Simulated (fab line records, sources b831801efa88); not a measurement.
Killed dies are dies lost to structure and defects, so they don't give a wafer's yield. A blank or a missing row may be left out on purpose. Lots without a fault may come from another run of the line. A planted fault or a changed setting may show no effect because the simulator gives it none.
Split-lot experiment | flow gf180mcu | 5 lots, 23 wafers read, on a route of 602 steps

THE SPLIT
At GF_TOP_METAL_SPUTTER_04 (material TiN, target thk 25 nm, time 20.8 s), the setting time_s was moved away from the recipe's 20.8 s on 10 of the 23 wafers read, by -14.8% to +12.5%. The other wafers ran this setting at the recipe's value.

The reading is taken at the split's own step.

THE READING
TiN_of_TOP_METAL_SPUTTER_04.thk_nm (the simulator's own value, which no gauge read), in nm, at GF_TOP_METAL_SPUTTER_04 (material TiN, target thk 25 nm, time 20.8 s). The file gives no usual value for it. The 13 wafers here that ran the recipe average 25.06 nm, standard deviation 0.22 nm.

wafer  | tool, chamber at the split | time_s as run, s | against the recipe | TiN_of_TOP_METAL_SPUTTER_04.thk_nm, nm | against lot-mates on the recipe
L075.1 | pvd_sputter-04, -          | 20.8             | recipe             | 25.28                                  | -
L075.2 | pvd_sputter-04, -          | 20.8             | recipe             | 24.73                                  | -
L075.3 | pvd_sputter-04, -          | 20.8             | recipe             | 25.05                                  | -
L075.5 | pvd_sputter-04, -          | 17.73            | -14.8%             | 21.32                                  | -3.70
L075.6 | pvd_sputter-04, -          | 17.73            | -14.8%             | 21.62                                  | -3.40
L077.1 | pvd_sputter-03, -          | 20.8             | recipe             | 25.46                                  | -
L077.2 | pvd_sputter-03, -          | 22.68            | +9.0%              | 27.45                                  | +2.03
L077.4 | pvd_sputter-03, -          | 22.68            | +9.0%              | 27.55                                  | +2.13
L077.5 | pvd_sputter-03, -          | 22.68            | +9.0%              | 27.39                                  | +1.97
L077.6 | pvd_sputter-03, -          | 20.8             | recipe             | 25.38                                  | -
L076.1 | pvd_sputter-04, -          | 19.28            | -7.3%              | 23.27                                  | -1.79
L076.2 | pvd_sputter-04, -          | 20.8             | recipe             | 25.02                                  | -
L076.3 | pvd_sputter-04, -          | 20.8             | recipe             | 25.09                                  | -
L076.4 | pvd_sputter-04, -          | 19.28            | -7.3%              | 23.21                                  | -1.84
L076.5 | pvd_sputter-04, -          | 19.28            | -7.3%              | 23.12                                  | -1.93
L082.1 | pvd_sputter-04, -          | 20.8             | recipe             | 25.25                                  | -
L082.2 | pvd_sputter-04, -          | 20.8             | recipe             | 25                                     | -
L082.5 | pvd_sputter-04, -          | 20.8             | recipe             | 24.79                                  | -
L084.1 | pvd_sputter-03, -          | 23.41            | +12.5%             | 27.97                                  | +3.05
L084.2 | pvd_sputter-03, -          | 23.41            | +12.5%             | 28.13                                  | +3.21
L084.3 | pvd_sputter-03, -          | 20.8             | recipe             | 24.97                                  | -
L084.5 | pvd_sputter-03, -          | 20.8             | recipe             | 24.79                                  | -
L084.6 | pvd_sputter-03, -          | 20.8             | recipe             | 25.01                                  | -

THE FIT
A straight line over all 23 wafers: TiN_of_TOP_METAL_SPUTTER_04.thk_nm changes by +0.248 nm for each +1% of time_s; r = +0.99; the points scatter about the line by 0.2 nm.
The same after taking each lot's own level away (the mean of its wafers on the recipe; 23 wafers): +0.242 nm for each +1%; r = +1.00; scatter 0.15 nm.
On that fit, the largest move of time_s shifts the reading by 3.6 nm.
The lots' own levels span 24.923 to 25.420 nm, that is 2.3 times the standard deviation above.
So the lot-to-lot level changes the slope little: the two slopes agree.
Check: with one of the wafers moved furthest among these (-14.8%) left out of the fit, the line predicts -3.55 nm for it against its lot-mates. It came out at -3.7 nm against them.

OTHER SPLITS ON THESE WAFERS
These wafers also went through other splits before the reading. Each is held against what the fit with the lots' levels taken away leaves over:
other split on the same wafers | wafers away from the commonest value | r with TiN_of_TOP_METAL_SPUTTER_04.thk_nm (lot level and that fit taken away)
GF_M5_PEB_05 peb_time_s        | 9                                    | -0.01

THE FILE'S OWN FIT
TiN_of_TOP_METAL_SPUTTER_04.thk_nm changes by +0.242 nm for each +1% of time_s, r = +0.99.
